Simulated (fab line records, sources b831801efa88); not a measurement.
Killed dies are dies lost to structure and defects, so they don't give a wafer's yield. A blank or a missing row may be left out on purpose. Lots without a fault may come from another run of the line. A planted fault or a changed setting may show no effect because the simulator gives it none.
fab line records | flow sky130
record lots=11 wafers=33 last_day=50
route steps=708 shown CONTACT@423 METAL1@436 PAD_OPEN@708
lots that met no fault: from a run of the same line without faults
start_h: hours from the record's first day to the start of the lot's first wafer shown | wait_h: hours since the lot's step before | " the same as in the row above | L1.1+2: a row that stands for several wafers | - no value, or no start given | * or withheld: withheld | < > ~ a bound
route shown NAME@n: a module of which the file shows steps, and the number in the route of the first | usual: mean/standard deviation of fault-free wafers | same: alike in all rows | chamber/n: place in a boat | sites: the reading at each site | _std_site: their standard deviation | _edge_site: outer sites' mean less inner sites' | radius_mm: how far each site lies from the wafer's centre | mask NAME#n: copy n | behind: the tool/chamber that last shaped the wafer | hold: why the lot was held/for how many hours/how that ended | device: the transistor (n, p or np) that didn't switch | end of line: the same wafers' tests at the end of the route | a step without rows: its recipe alone | killed: dies lost to structure and defects at the first sort, not the wafer's yield | map: a wafer's dies, x killed, . not, _ none there
set.NAME: the setting as run; set.NAME@STEP: as run at that earlier step | model.NAME: the simulator's own value behind a step, which no gauge read
steps of the route over a sample of lots; a table a step, a row a wafer
services: from which hour (start_h, from the record's first day; less than 0 if before it) a tool's chamber was out of use, for how many hours, and why
## steps
# step SKY_CONTACT_ETCH_17
# recipe target=SiO2 chemistry=C4F8/O2/Ar stop_on=Si3N4 mask_material=KrF-thick source_w=1500 bias_w=1200 pressure_mtorr=40 c4f8_flow_sccm=withheld O2_flow_sccm=6 Ar_flow_sccm=300 time_s=withheld target_depth_a=3400
# usual bias_w=1199/3.1 chamber_pressure_mTorr=40.00/0.034 oes_product_au=0.891/0.0051
# columns lot.wafer tool chamber start_h wait_h bias_w chamber_pressure_mTorr oes_product_au
L705.1 rie_diel-02 0 771.16 0.0 1195 40.03 0.887
L705.4 " 2 " " 1195 40.03 0.890
L705.6 " 2 " " 1197 39.98 0.896
L707.2 rie_diel-03 1 784.85 0.0 1201 40.03 0.889
L707.3 " 2 " " 1203 39.97 0.892
L707.6 " 3 " " 1198 40.06 0.900
L708.1 rie_diel-01 2 799.18 0.0 1203 40.00 0.893
L708.2 " 0 " " 1197 39.98 0.892
L708.3 " 3 " " 1199 39.98 0.897
L710.1 rie_diel-03 2 819.16 0.0 - - -
L710.3 " 3 " " - - -
L710.5 " 2 " " - - -
L712.3 rie_diel-02 3 823.10 0.0 - - -
L712.4 " 1 " " - - -
L712.6 " 3 " " - - -
L711.1 rie_diel-01 3 823.31 0.0 - - -
L711.3 " 1 " " - - -
L711.6 " 0 " " - - -
L718.2 rie_diel-03 3 869.03 0.0 1200 40.04 0.891
L718.3 " 2 " " 1200 40.02 0.884
L718.6 " 3 " " 1195 40.00 0.893
L719.4 rie_diel-01 0 874.78 0.0 1196 40.01 0.882
L719.5 " 1 " " 1202 40.03 0.895
L719.6 " 0 " " 1198 39.96 0.882
L720.3 rie_diel-02 0 886.35 0.0 1205 40.02 0.892
L720.4 " 1 " " 1200 40.01 0.894
L720.6 " 1 " " 1204 40.06 0.895
L721.3 rie_diel-01 2 898.60 0.0 1197 39.97 0.897
L721.4 " 0 " " 1201 39.95 0.895
L721.5 " 3 " " 1203 39.98 0.891
L722.3 rie_diel-02 1 901.41 0.0 1199 40.04 0.886
L722.4 " 3 " " 1197 40.03 0.895
L722.6 " 3 " " 1200 40.08 0.891
# step SKY_CONTACT_ETCH_18
# recipe target=Si3N4 chemistry=CHF3/O2 stop_on=TiN source_w=600 bias_w=200 pressure_mtorr=40 chf3_flow_sccm=50 O2_flow_sccm=5 time_s=39 target_depth_a=750
# usual O2_flow_sccm=4.999/0.015 bias_w=200.1/0.58 chamber_pressure_mTorr=40.00/0.039 drypump_motor_current_A=5.6/0.36 oes_product_au=0.854/0.0075 throttle_valve_pct=8.794/0.0089
# columns lot.wafer tool chamber start_h wait_h O2_flow_sccm bias_w chamber_pressure_mTorr drypump_motor_current_A oes_product_au rf_hours_counter_h throttle_valve_pct
L705.1 rie_diel-02 0 - - 4.987 200.3 39.96 5.7 0.857 20 8.799
L705.4 " 2 " " 5.012 199.1 39.98 6.0 0.863 10 8.794
L705.6 " 2 " " 5.014 200.2 39.93 6.0 0.850 - 8.792
L707.2 rie_diel-03 1 - - 5.018 200.0 40.00 5.7 0.851 38 8.775
L707.3 " 2 " " 5.015 200.1 39.94 6.1 0.861 2 8.807
L707.6 " 3 " " 5.009 200.4 40.06 5.6 0.866 - 8.792
L708.1 rie_diel-01 2 - - 4.999 200.5 39.98 5.5 0.844 0 8.791
L708.2 " 0 " " 4.979 200.2 40.03 6.0 0.838 21 8.791
L708.3 " 3 " " 4.989 200.1 40.04 5.7 0.854 3 8.784
L710.1 rie_diel-03 2 - - 4.992 199.9 40.04 6.1 0.367 4 8.673
L710.3 " 3 " " 4.989 200.1 39.95 5.7 0.377 10 8.663
L710.5 " 2 " " 5.024 200.7 39.99 6.1 0.382 - 8.666
L712.3 rie_diel-02 3 - - 4.994 199.9 40.00 4.8 0.377 15 8.663
L712.4 " 1 " " 4.974 200.9 40.03 5.5 0.378 5 8.687
L712.6 " 3 " " 5.009 200.4 39.98 4.8 0.382 - 8.676
L711.1 rie_diel-01 3 - - 5.002 200.3 39.95 5.8 0.376 3 8.669
L711.3 " 1 " " 4.979 200.6 40.01 5.6 0.369 16 8.671
L711.6 " 0 " " 5.005 201.1 39.96 6.0 0.388 - 8.663
L718.2 rie_diel-03 3 - - 4.995 200.2 40.01 5.7 0.858 12 8.809
L718.3 " 2 " " 4.995 200.4 40.01 6.1 0.851 5 8.791
L718.6 " 3 " " 4.978 200.4 39.98 5.7 0.860 - 8.781
L719.4 rie_diel-01 0 - - 4.984 200.1 40.02 6.0 0.863 23 8.795
L719.5 " 1 " " 5.005 200.3 39.97 5.6 0.849 - 8.800
L719.6 " 0 " " 4.989 199.3 40.03 6.0 0.871 - 8.808
L720.3 rie_diel-02 0 - - 5.002 200.3 40.00 5.7 0.851 25 8.802
L720.4 " 1 " " 4.978 199.5 40.01 5.5 0.854 7 8.790
L720.6 " 1 " " 4.995 200.0 39.95 5.5 0.859 - 8.799
L721.3 rie_diel-01 2 - - 5.000 200.3 40.01 5.5 0.862 3 8.782
L721.4 " 0 " " 4.989 200.2 39.95 6.0 0.862 24 8.796
L721.5 " 3 " " 4.990 201.3 40.05 5.8 0.859 - 8.805
L722.3 rie_diel-02 1 - - 5.007 200.4 39.99 5.5 0.856 8 8.804
L722.4 " 3 " " 5.017 199.7 39.96 4.8 0.863 18 8.791
L722.6 " 3 " " 5.004 200.9 40.01 4.8 0.849 - 8.807
# step SKY_CONTACT_STRIP_19
# recipe chemistry=O2/N2 power_w=1400 pressure_mtorr=1500 platen_temp_c=withheld o2_flow_sccm=3000 n2_flow_sccm=300 overash_fraction=0.5
# usual chamber_pressure_mTorr=1500.0/1.5 drypump_motor_current_A=5.5/0.31 oes_product_au=0.381/0.0047 strip_time_to_endpoint_s=3.632/0.023
# columns lot.wafer tool chamber start_h wait_h chamber_pressure_mTorr drypump_motor_current_A oes_product_au rf_hours_counter_h strip_time_to_endpoint_s
L705.1 plasma_asher-03 0 771.25 - 1499.7 5.6 0.384 40 3.615
L705.4 " 0 " " 1498.1 5.6 0.378 - 3.648
L705.6 " 0 " " 1499.4 5.6 0.385 - 3.670
L707.2 plasma_asher-02 0 784.94 - 1498.1 5.3 0.380 98 3.669
L707.3 " 0 " " 1500.0 5.3 0.386 - 3.673
L707.6 " 1 " " 1499.4 5.1 0.384 - 3.625
L708.1 plasma_asher-03 0 799.27 - 1499.8 5.6 0.375 44 3.640
L708.2 " 1 " " 1500.6 5.3 0.382 44 3.601
L708.3 " 1 " " 1502.2 5.3 0.384 - 3.599
L710.1 plasma_asher-03 1 819.25 - 1500.4 5.3 0.404 46 4.315
L710.3 " 1 " " 1501.2 5.3 0.413 - 4.301
L710.5 " 0 " " 1502.2 5.6 0.409 - 4.275
L712.3 plasma_asher-03 1 823.23 - 1501.0 5.3 0.410 - 4.303
L712.4 " 0 " " 1504.1 5.6 0.412 - 4.325
L712.6 " 1 " " 1499.7 5.3 0.400 - 4.317
L711.1 plasma_asher-04 0 823.40 - 1499.2 5.7 0.413 3 4.293
L711.3 " 0 " " 1499.6 5.7 0.412 - 4.294
L711.6 " 0 " " 1501.6 5.7 0.405 - 4.282
L718.2 plasma_asher-02 1 869.12 - 1500.1 5.1 0.383 107 3.660
L718.3 " 0 " " 1501.3 5.3 0.378 - 3.614
L718.6 " 1 " " 1500.3 5.1 0.375 - 3.644
L719.4 plasma_asher-04 1 874.91 - 1500.2 6.1 0.381 - 3.629
L719.5 " 1 " " 1502.6 6.1 0.390 - 3.633
L719.6 " 0 " " 1499.9 5.7 0.373 - 3.639
L720.3 plasma_asher-03 1 886.48 - 1497.8 5.3 0.369 - 3.605
L720.4 " 0 " " 1500.6 5.6 0.384 - 3.598
L720.6 " 1 " " 1500.3 5.2 0.386 - 3.624
L721.3 plasma_asher-02 1 898.73 - 1500.7 5.0 0.378 - 3.646
L721.4 " 0 " " 1500.1 5.3 0.382 - 3.681
L721.5 " 1 " " 1498.3 5.1 0.373 - 3.633
L722.3 plasma_asher-02 0 901.53 - 1501.3 5.3 0.380 - 3.629
L722.4 " 1 " " 1500.2 5.1 0.378 - 3.619
L722.6 " 1 " " 1498.8 5.1 0.381 - 3.620
# step SKY_CONTACT_CMP_27
# recipe stop_on=SiO2 t_overpolish_s=15 down_force_psi=3.5 platen_rpm=60 target_thk_nm=0 pad_velocity_m_s=0.94248
# usual motor_current_A=10.5/0.95
# columns lot.wafer tool chamber start_h wait_h motor_current_A
L705.1 cmp-01 0 772.30 0.1 11.7
L705.4 " 1 " " 10.8
L705.6 " 2 " " 9.9
L707.2 cmp-02 3 785.89 0.0 11.2
L707.3 " 0 " " 9.4
L707.6 " 0 " " 10.3
L708.2 cmp-01 2 800.31 0.1 10.4
L708.1 " 0 " " 11.6
L708.3 " 1 " " 11.5
L710.1 cmp-02 0 820.28 0.1 10.2
L710.3 " 3 " " 10.9
L710.5 " 0 " " 9.8
L712.4 cmp-02 2 824.29 0.1 9.4
L712.3 " 3 " " 11.3
L712.6 " 1 " " 11.9
L711.1 cmp-01 3 824.39 0.1 9.0
L711.3 " 1 " " 11.8
L711.6 " 3 " " 9.0
L718.2 cmp-01 1 870.06 0.0 11.3
L718.3 " 2 " " 10.7
L718.6 " 1 " " 11.3
L719.4 cmp-02 3 875.86 0.1 11.0
L719.6 " 2 " " 10.1
L719.5 " 3 " " 10.5
L720.4 cmp-01 0 887.48 0.1 11.8
L720.3 " 2 " " 10.4
L720.6 " 3 " " 9.1
L721.4 cmp-02 1 899.64 0.0 11.8
L721.3 " 3 " " 10.8
L721.5 " 1 " " 11.7
L722.3 cmp-01 0 902.49 0.1 11.6
L722.4 " 1 " " 11.3
L722.6 " 0 " " 11.6
# step SKY_METAL1_SPUTTER_02
# recipe material=AlCu target_thk_nm=250 power_w=10600 time_s=13.3 chamber_pressure_pa=0.4
# usual chamber_pressure_pa=0.4000/0.00079 throttle_valve_pct=30.0/1.1
# columns lot.wafer tool chamber start_h wait_h chamber_pressure_pa throttle_valve_pct
L705.1 pvd_sputter-02 - 772.55 0.0 0.4000 30.3
L705.4 " - " " 0.3998 29.4
L705.6 " - " " 0.3997 30.4
L707.2 pvd_sputter-01 - 786.23 0.0 0.4006 29.1
L707.3 " - " " 0.3989 30.3
L707.6 " - " " 0.3997 30.3
L708.1 pvd_sputter-02 - 800.66 0.0 0.4007 30.3
L708.2 " - " " 0.4006 29.6
L708.3 " - " " 0.4005 30.3
L718.2 pvd_sputter-01 - 870.41 0.0 0.4002 29.1
L718.3 " - " " 0.3997 29.6
L718.6 " - " " 0.4001 29.9
L719.4 pvd_sputter-02 - 876.16 0.0 0.3991 29.4
L719.5 " - " " 0.4006 29.7
L719.6 " - " " 0.3991 30.3
L720.3 pvd_sputter-04 - 887.77 0.0 0.4009 30.2
L720.4 " - " " 0.4009 32.1
L720.6 " - " " 0.3999 28.8
L721.3 pvd_sputter-04 - 899.99 0.0 0.3996 30.0
L721.4 " - " " 0.3986 32.1
L721.5 " - " " 0.3991 28.6
L722.3 pvd_sputter-01 - 902.79 0.0 0.4004 28.9
L722.4 " - " " 0.3981 29.3
L722.6 " - " " 0.3995 29.4
# step SKY_METAL1_RS_MEAS_05
# recipe thk_meas_gauge=four-point-probe reads=TiN_of_METAL1_SPUTTER_04+Ti_of_METAL1_SPUTTER_03+AlCu_of_METAL1_SPUTTER_02+TiN_of_METAL1_SPUTTER_01+Ti_of_METAL1_SPUTTER_00
# usual METAL1_ALCU_RS=0.1265/0.00088
# columns lot.wafer tool chamber start_h wait_h METAL1_ALCU_RS[ohm/sq]
L705.1 film_metro-03 - 772.64 0.0 0.1266
L705.4 " - " " 0.1260
L705.6 " - " " 0.1255
L707.2 film_metro-03 - 786.38 0.1 0.1263
L707.3 " - " " 0.1260
L707.6 " - " " 0.1257
L708.1 film_metro-03 - 800.75 0.0 0.1266
L708.2 " - " " 0.1257
L708.3 " - " " 0.1259
L718.2 film_metro-03 - 870.52 0.0 0.1270
L718.3 " - " " 0.1250
L718.6 " - " " 0.1254
L719.4 film_metro-03 - 876.31 0.1 0.1283
L719.5 " - " " 0.1276
L719.6 " - " " 0.1270
L720.3 film_metro-04 - 887.91 0.1 0.1268
L720.4 " - " " 0.1269
L720.6 " - " " 0.1266
L721.3 film_metro-01 - 900.12 0.1 0.1261
L721.4 " - " " 0.1275
L721.5 " - " " 0.1273
L722.3 film_metro-01 - 902.92 0.1 0.1282
L722.4 " - " " 0.1275
L722.6 " - " " 0.1273
# step SKY_PAD_OPEN_PROBE_99
# usual killed_at_M0_to_M3=44/7.2 killed_at_M4_up=2.9/1.8 killed_at_contacts=24/5.6 killed_at_front_end=15/4.2 killed_at_other=0.4/0.71 killed_dies=86/9.2 killed_on_rim=16/3.6 killed_open=47/7.2 killed_short=39/5.7
# same gross_dies=492 killed_at_back_side=0
# columns lot.wafer tool chamber start_h wait_h killed_at_M0_to_M3 killed_at_M4_up killed_at_contacts killed_at_front_end killed_at_other killed_dies killed_on_rim killed_open killed_short
L705.1 prober-02 - 1105.06 0.1 46 2 24 13 0 85 20 36 49
L705.4 prober-02 - 1105.21 0.2 52 3 26 16 0 97 18 46 51
L705.6 prober-02 - 1105.31 0.2 41 1 34 19 0 95 15 52 43
L710.1 prober-01 - 1138.97 0.1 218 73 111 19 71 492 96 48 28
L710.3 prober-01 - 1139.07 0.2 225 68 116 21 62 492 96 52 51
L710.5 prober-01 - 1139.17 0.2 232 72 110 14 64 492 96 47 35
L712.3 prober-02 - 1143.17 0.2 241 72 108 13 58 492 96 38 35
L712.4 prober-02 - 1143.22 0.2 233 61 113 17 68 492 96 46 35
L712.6 prober-02 - 1143.32 0.2 234 72 121 19 46 492 96 50 29
L711.1 prober-01 - 1144.57 0.1 232 64 115 22 59 492 96 60 38
L711.3 prober-01 - 1144.67 0.2 246 44 126 12 64 492 96 54 43
L711.6 prober-01 - 1144.82 0.2 226 51 135 17 63 492 96 51 44
# killed by level:class
L705.1 LI_CONTACT:geometric_particle:open=9 VIA1:geometric_particle:short=8 METAL2:geometric_particle:short=7 CONTACT:geometric_particle:short=6 VIA1:geometric_particle:open=6 METAL3:geometric_particle:short=6 POLY_GATE:geometric_particle:open=5 POLY_GATE:geometric_particle:short=5
L705.4 VIA1:geometric_particle:open=14 CONTACT:geometric_particle:open=12 VIA1:geometric_particle:short=9 METAL2:geometric_particle:short=6 CONTACT:geometric_particle:short=5 METAL1:geometric_particle:short=5 VIA3:geometric_particle:open=5 POLY_GATE:geometric_particle:open=4
L705.6 VIA1:geometric_particle:open=16 CONTACT:geometric_particle:short=13 CONTACT:geometric_particle:open=13 LI_CONTACT:geometric_particle:open=7 METAL1:geometric_particle:short=6 FIELD_ISO:geometric_particle:short=5 FIELD_ISO:geometric_particle:open=5 VIA2:geometric_particle:open=5
L710.1 CONTACT:area_etch=90 METAL4:area_expose=47 CAP2M:area_expose=43 METAL2:area_expose=35 METAL3:area_expose=35 VIA1:area_expose=33 METAL1:area_expose=29 VIA3:area_expose=29
L710.3 CONTACT:area_etch=79 VIA3:area_expose=41 METAL3:area_expose=37 CAPM:area_expose=37 VIA4:area_expose=34 METAL1:area_expose=29 METAL4:area_expose=28 METAL2:area_expose=27
L710.5 CONTACT:area_etch=78 VIA1:area_expose=39 VIA2:area_expose=38 CAPM:area_expose=36 VIA3:area_expose=36 METAL2:area_expose=34 METAL4:area_expose=34 METAL1:area_expose=33
L712.3 CONTACT:area_etch=91 METAL2:area_expose=44 VIA4:area_expose=42 VIA2:area_expose=38 METAL1:area_expose=31 VIA3:area_expose=30 METAL4:area_expose=29 CAP2M:area_expose=29
L712.4 CONTACT:area_etch=93 METAL3:area_expose=39 VIA1:area_expose=35 METAL1:area_expose=34 CAPM:area_expose=34 CAP2M:area_expose=34 VIA3:area_expose=31 METAL2:area_expose=30
L712.6 CONTACT:area_etch=95 VIA1:area_expose=42 METAL3:area_expose=38 METAL4:area_expose=36 VIA4:area_expose=34 VIA2:area_expose=34 METAL2:area_expose=33 METAL1:area_expose=29
L711.1 CONTACT:area_etch=86 METAL2:area_expose=37 METAL3:area_expose=35 VIA4:area_expose=34 CAP2M:area_expose=34 VIA3:area_expose=33 VIA2:area_expose=31 METAL4:area_expose=27
L711.3 CONTACT:area_etch=93 METAL3:area_expose=41 METAL2:area_expose=36 CAPM:area_expose=34 METAL1:area_expose=32 VIA1:area_expose=30 CAP2M:area_expose=30 VIA3:area_expose=30
L711.6 CONTACT:area_etch=108 VIA3:area_expose=36 METAL4:area_expose=34 VIA1:area_expose=33 METAL1:area_expose=33 CAPM:area_expose=32 CAP2M:area_expose=31 METAL2:area_expose=28
## services
# columns tool chamber start_h hours kind
cmp-01 - 747.75 3.2 repair
rie_diel-02 0 748.40 12.2 repair
pvd_sputter-01 - 749.28 1.8 repair
cmp-02 - 753.75 0.5 repair
rie_diel-01 1 770.24 3.1 repair
rie_diel-02 1 782.98 27.2 repair
cmp-01 - 791.41 2.0 repair
rie_diel-02 3 801.54 3.1 repair
cmp-02 - 808.60 0.2 repair
rie_diel-03 - 827.42 0.1 repair
plasma_asher-02 - 827.59 0.6 repair
rie_diel-03 2 841.86 17.4 repair
rie_diel-03 1 842.99 7.9 repair
pvd_sputter-02 - 844.33 19.4 repair
rie_diel-01 - 845.61 15.4 repair
rie_diel-03 3 848.03 4.3 repair
pvd_sputter-01 - 850.76 3.4 repair
plasma_asher-03 - 854.49 0.5 repair
cmp-02 - 860.85 1.1 repair
rie_diel-02 1 864.97 4.3 repair
rie_diel-03 - 873.41 0.1 repair
cmp-02 - 884.59 10.6 pm
rie_diel-01 3 891.22 4.3 repair
cmp-02 - 901.34 0.9 repair
## key
first_sign step=SKY_CONTACT_ETCH_17 reading=tool_record direction=missing
effect step=SKY_CONTACT_ETCH_18 reading=oes_product_au direction=down sigmas=63 usual=0.854 struck=0.377
effect step=SKY_CONTACT_STRIP_19 reading=strip_time_to_endpoint_s direction=up sigmas=29 usual=* struck=*
effect step=SKY_PAD_OPEN_PROBE_99 reading=killed_at_other direction=up sigmas=61 usual=0.4 struck=61.7
met_at SKY_CONTACT_ETCH_17
struck_lots L710,L711,L712
later_rows_left_out L710.1,L710.3,L710.5,L711.1,L711.3,L711.6,L712.3,L712.4,L712.6
tester_left_out L710,L711,L712
not_acting_at SKY_CONTACT_CMP_27,SKY_METAL1_SPUTTER_02,SKY_METAL1_RS_MEAS_05
onset_between 799.18 819.16
fault kind=skipped_step_whole tool=rie_diel-01,rie_diel-02,rie_diel-03 chamber=- onset_h=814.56 steps=SKY_CONTACT_ETCH_17 scope=struck_lots_only
# tester_left_out: of these lots the tester's yield and bins aren't shown, on N5 and GAA mostly nor the transistor test; their killed dies are dies lost to structure and defects alone, not to doping, threshold or leakage, so they don't give the yield
# later_rows_left_out: the simulator's readings of these wafers behind a module that went badly wrong aren't trusted and aren't shown, but for the sort
